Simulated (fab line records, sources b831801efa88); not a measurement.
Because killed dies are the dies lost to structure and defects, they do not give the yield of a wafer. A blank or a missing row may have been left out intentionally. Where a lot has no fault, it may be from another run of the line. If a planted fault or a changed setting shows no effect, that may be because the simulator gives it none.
One fault seen from 2 desks + flow sky130 + each desk has only its own numbers; what lay behind them comes last

== AT THE METROLOGY DESK ==
Means of the sampled wafers that have a number, per lot and without regard to the tool the lot ran on: this is what the gauges read. Marked OUT: a lot whose mean sits more than 4 standard deviations from the usual mean, which makes it out of limits; the brackets give that distance.
Columns: A = GATE_OXIDE_OXIDATION_00_THK at SKY_GATE_OXIDE_THK_MEAS_02, usual 10.12 nm; B = POLY_GATE_TW at SKY_RES_PROTECT_TW_MEAS_08, usual 4077; C = LDD_HVN_TW at SKY_LDD_HVN_TW_MEAS_10, usual 1455
| lot  | first seen here | A     | B    | C              |
|------|-----------------|-------|------|----------------|
| L852 | day 13 06:23    | 10.00 | 4085 | 1461           |
| L853 | day 13 07:50    | 10.18 | 4088 | 1456           |
| L854 | day 13 16:47    | 10.07 | 4056 | 1458           |
| L860 | day 16 01:07    | 10.22 | 4051 | 1454           |
| L863 | day 16 22:27    | 10.12 | 4075 | 1177 (-39) OUT |
| L864 | day 17 02:24    | 10.52 | 4079 | 1179 (-38) OUT |
| L866 | day 17 23:35    | 10.31 | 4079 | 1463           |
| L867 | day 18 09:38    | 9.96  | 4074 | 1444           |
| L871 | day 19 09:52    | 9.86  | 4059 | 1459           |
| L872 | day 19 14:35    | 9.98  | 4071 | 1459           |
| L873 | day 20 05:28    | 9.92  | 4050 | 1448           |
| L874 | day 20 16:38    | 9.67  | 4082 | 1459           |
Per this desk, out of limits: L863, L864; the first was L863, day 24 16:48 (LDD_HVN_TW at SKY_LDD_HVN_TW_MEAS_10). L852, L853, L854, L860, L866, L867, L871, L872, L873, L874: within limits.

== FOR THE TOOL OWNER'S DESK: implanter-04 ==
SKY_LDD_HVN_IMPLANT_08, tool's own readings: per-lot mean of the sampled wafers with a number, covering each lot this tool ran. Marked OUT: a lot whose mean sits more than 4 standard deviations from the usual mean, which makes it out of limits; the brackets give that distance.
Columns: A = doseIonsCm2 at SKY_LDD_HVN_IMPLANT_08, usual 2.999e+13; B = faradayCurrentUA at SKY_LDD_HVN_IMPLANT_08, usual 169
| lot  | first seen here | A                           | B            |
|------|-----------------|-----------------------------|--------------|
| L852 | day 20 18:08    | 2.999e+13                   | 168          |
| L863 | day 24 16:34    | 1.550e+13 (-99 or more) OUT | 85 (-22) OUT |
| L864 | day 24 20:25    | 1.554e+13 (-99 or more) OUT | 87 (-21) OUT |
This desk finds L863, L864 out of limits, L863 being first, at day 24 16:34 (doseIonsCm2 at SKY_LDD_HVN_IMPLANT_08). L852: within limits.

== PUT TOGETHER ==
At day 24 16:34, on L863, L864, the tool owner's desk was in a position to raise an alarm.
On L863, L864, the metrology desk was in a position to raise an alarm at day 24 16:48.
Every lot named ran SKY_LDD_HVN_IMPLANT_08 on implanter-04.

== WHAT HAD BEEN PUT IN BY THE SIMULATOR ==
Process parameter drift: implanter-04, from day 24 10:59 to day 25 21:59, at SKY_LDD_HVN_IMPLANT_08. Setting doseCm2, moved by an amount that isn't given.
Lots struck among those shown: L863, L864.
Counting hours from when the fault started, the first reading out of limits came at 6 for the tool owner's desk and at 6 for the metrology desk.
